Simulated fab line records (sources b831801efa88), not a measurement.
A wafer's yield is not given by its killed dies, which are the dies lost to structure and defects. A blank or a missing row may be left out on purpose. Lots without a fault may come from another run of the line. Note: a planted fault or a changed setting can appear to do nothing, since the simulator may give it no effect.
Struck lot and sound lot, side by side | flow sfq_line | 42 steps out of a route of 325
Sound: wafers L721.1, L721.2, L721.4. Wafers struck: L708.1, L708.3, L708.6. The cause is given at the end.
For every step that has rows: the tool of each side, followed by ch and its chambers, followed by its first start. Under that, the readings that differ: sound wafers | struck wafers | difference of the means | sigmas: that difference in standard deviations of wafers without a fault.
alike: readings with means less than 2 such deviations apart, plus words and numbers identical on both sides. not compared: withheld readings, readings lacking a value on some wafer, bounds such as >300 that could conceal the same value, and numbers that have no deviation in the record and whose values overlap.
A row with sigmas, a row that says differs or no value, or rows on one side alone: a step with any of these is where the two part. Numbers that have no deviation but don't overlap get no sigmas and don't part them. A reading that every wafer of one side lacks parts them only if that side has two wafers or more.

SFQ_TRILAYER_I0_DEP_PECVD_027: deposits SiO2 from SiH4/N2O, time 111.11 s, target thk 500 nm.
  sound on pecvd-01 ch 0,2, day 19 23:50; struck on pecvd-01 ch 0,1,2, day 15 10:24
  alike: heater_power_w, throttle_valve_pct
then, 1 step without rows for these wafers: SFQ_TRILAYER_I0_CMP_CMP_028 (polishes SiO2).
SFQ_I0_BOW_MEAS_907:
  sound: film_metro-01 at day 20 05:52; struck: film_metro-04 at day 15 13:29
  alike: I0_BOW
SFQ_TRILAYER_I0_METRO_MEASURE_029:
  sound: film_metro-01 at day 20 05:59; struck: film_metro-04 at day 15 13:36
  alike: thk_nm
then, 6 steps without rows for these wafers: SFQ_TRILAYER_I0_VIA_LITHO_COAT_036 (resist thk 62 nm); SFQ_TRILAYER_I0_VIA_LITHO_COAT_031 (resist thk 650 nm); SFQ_TRILAYER_I0_VIA_LITHO_SOFTBAKE_035; SFQ_TRILAYER_I0_VIA_LITHO_EXPOSE_032 (exposes mask I0, target cd 500 nm); SFQ_TRILAYER_I0_VIA_LITHO_PEB_034 (peb time 60 s); SFQ_TRILAYER_I0_VIA_LITHO_DEVELOP_033 (time 60 s).
SFQ_I0_OVL_MEAS_908:
  sound: overlay-02 at day 26 20:02; struck: overlay-01 at day 15 17:03
  alike: I0_OVL
SFQ_TRILAYER_I0_VIA_BARC_OPEN_VIA_ETCH_046: etches BARC in O2, target depth 125 nm, time 41.7 s.
  sound on rie_diel-01 ch 1,2,3, day 26 20:04; struck on rie_diel-04 ch 0,1,3, day 15 17:05
  alike: bias_w, chamber_pressure_mTorr, drypump_motor_current_A, oes_product_au
  not compared: rf_hours_counter_h
SFQ_TRILAYER_I0_VIA_ETCH_VIA_ETCH_034: etches SiO2 in CHF3, stops on Nb, target depth 260 nm.
  sound on rie_diel-01 ch 1,2,3, day 26 20:07; struck on rie_diel-04 ch 0,1,3, day 15 17:07
  no value came back on the struck wafers for bias_w (W), chamber_pressure_mTorr (mTorr), drypump_motor_current_A (A), oes_product_au (a.u.); on the sound wafers bias_w (W) reads 80.21 79.96 80.03
  reading                                                 | sound             | struck            | difference | sigmas
  model.KrF_of_TRILAYER_I0_VIA_LITHO_COAT_031.thk_nm (nm) | 528.6 532.2 529.2 | 574.4 573.1 571.6 | +43.0      |
then, 4 steps without rows for these wafers: SFQ_TRILAYER_I0_VIA_STRIP_STRIP_035 (strips in O2); SFQ_TRILAYER_I0_VIA_STRIP_SOLV_CLEAN_036 (cleans in NMP, time 600 s); SFQ_TRILAYER_M1_DEP_PRE_CLEAN_038 (time 22.5 s); SFQ_TRILAYER_M1_DEP_SPUTTER_037 (material Nb, target thk 200 nm, time 133.3 s).
SFQ_M1_RS_MEAS_909: a four-point-probe measurement.
  sound: film_metro-01 at day 26 21:07; struck: film_metro-01 at day 15 18:19
  alike: M1_NB_RS
then, 6 steps without rows for these wafers: SFQ_TRILAYER_M1_LITHO_COAT_044 (resist thk 62 nm); SFQ_TRILAYER_M1_LITHO_COAT_039 (resist thk 600 nm); SFQ_TRILAYER_M1_LITHO_SOFTBAKE_043; SFQ_TRILAYER_M1_LITHO_EXPOSE_040 (exposes mask M1, target cd 500 nm); SFQ_TRILAYER_M1_LITHO_PEB_042 (peb time 60 s); SFQ_TRILAYER_M1_LITHO_DEVELOP_041 (time 60 s).
-- the record jumps here: 6 days lie between the struck wafers' starts before and after --
SFQ_M1_OVL_MEAS_911:
  sound: overlay-02 at day 33 07:53; struck: overlay-02 at day 22 01:39
  alike: M1_OVL
SFQ_TRILAYER_M1_BARC_OPEN_METAL_ETCH_054: etches BARC in O2, target depth 125 nm, time 41.7 s.
  sound on rie_metal-04 ch 0,1, day 33 07:55; struck on rie_metal-01 ch 0,1, day 22 01:41
  reading                        | sound             | struck               | difference | sigmas
  bias_w (W)                     | 80.15 79.55 79.93 | 80.36 80.30 80.48    | +0.50      | +2
  chamber_pressure_mTorr (mTorr) | 9.992 9.987 9.995 | 10.001 10.013 10.014 | +0.018     | +2
  alike: drypump_motor_current_A, oes_product_au
  not compared: rf_hours_counter_h
then, 5 steps without rows for these wafers: SFQ_TRILAYER_M1_ETCH_METAL_ETCH_042 (etches Nb in Cl2/Ar, stops on SiO2, target depth 240 nm, time 120 s); SFQ_TRILAYER_M1_STRIP_STRIP_043 (strips in O2); SFQ_TRILAYER_M1_STRIP_SOLV_CLEAN_044 (cleans in NMP, time 600 s); SFQ_TRILAYER_I1_DEP_PECVD_045 (deposits SiO2 from SiH4/N2O, time 111.11 s, target thk 500 nm); SFQ_TRILAYER_I1_CMP_CMP_046 (polishes SiO2).
SFQ_I1_BOW_MEAS_912:
  sound: film_metro-02 at day 33 14:57; struck: film_metro-04 at day 22 06:15
  alike: I1_BOW
SFQ_TRILAYER_I1_METRO_MEASURE_047:
  sound: film_metro-02 at day 33 15:04; struck: film_metro-04 at day 22 06:22
  alike: thk_nm
then, 6 steps without rows for these wafers: SFQ_TRILAYER_I1_VIA_LITHO_COAT_054 (resist thk 62 nm); SFQ_TRILAYER_I1_VIA_LITHO_COAT_049 (resist thk 650 nm); SFQ_TRILAYER_I1_VIA_LITHO_SOFTBAKE_053; SFQ_TRILAYER_I1_VIA_LITHO_EXPOSE_050 (exposes mask I1, target cd 500 nm); SFQ_TRILAYER_I1_VIA_LITHO_PEB_052 (peb time 60 s); SFQ_TRILAYER_I1_VIA_LITHO_DEVELOP_051 (time 60 s).
-- the record jumps here: 7 days lie between the struck wafers' starts before and after --
SFQ_I1_OVL_MEAS_913:
  sound: overlay-02 at day 39 23:57; struck: overlay-01 at day 28 20:25
  alike: I1_OVL
then, 1 step without rows for these wafers: SFQ_TRILAYER_I1_VIA_BARC_OPEN_VIA_ETCH_071 (etches BARC in O2, target depth 125 nm, time 41.7 s).
-- the record jumps here: 60 days lie between the struck wafers' starts before and after --
SFQ_M8_BOW_MEAS_951:
  sound: film_metro-04 at day 93 00:40; struck: film_metro-01 at day 88 23:11
  reading                 | sound             | struck            | difference | sigmas
  model.etest.i0.link_ohm | 1.997 1.978 1.966 | 1e+06 1e+06 1e+06 | +1e+06     |
  alike: M8_BOW

WHERE THEY PART
Last at SFQ_TRILAYER_M1_BARC_OPEN_METAL_ETCH_054 as far as this record goes, first at SFQ_TRILAYER_I0_VIA_ETCH_VIA_ETCH_034. Later steps at which nothing parts them and some readings are alike: SFQ_I1_BOW_MEAS_912, SFQ_TRILAYER_I1_METRO_MEASURE_047, SFQ_I1_OVL_MEAS_913, SFQ_M8_BOW_MEAS_951.

WHY: whatever the simulator had introduced
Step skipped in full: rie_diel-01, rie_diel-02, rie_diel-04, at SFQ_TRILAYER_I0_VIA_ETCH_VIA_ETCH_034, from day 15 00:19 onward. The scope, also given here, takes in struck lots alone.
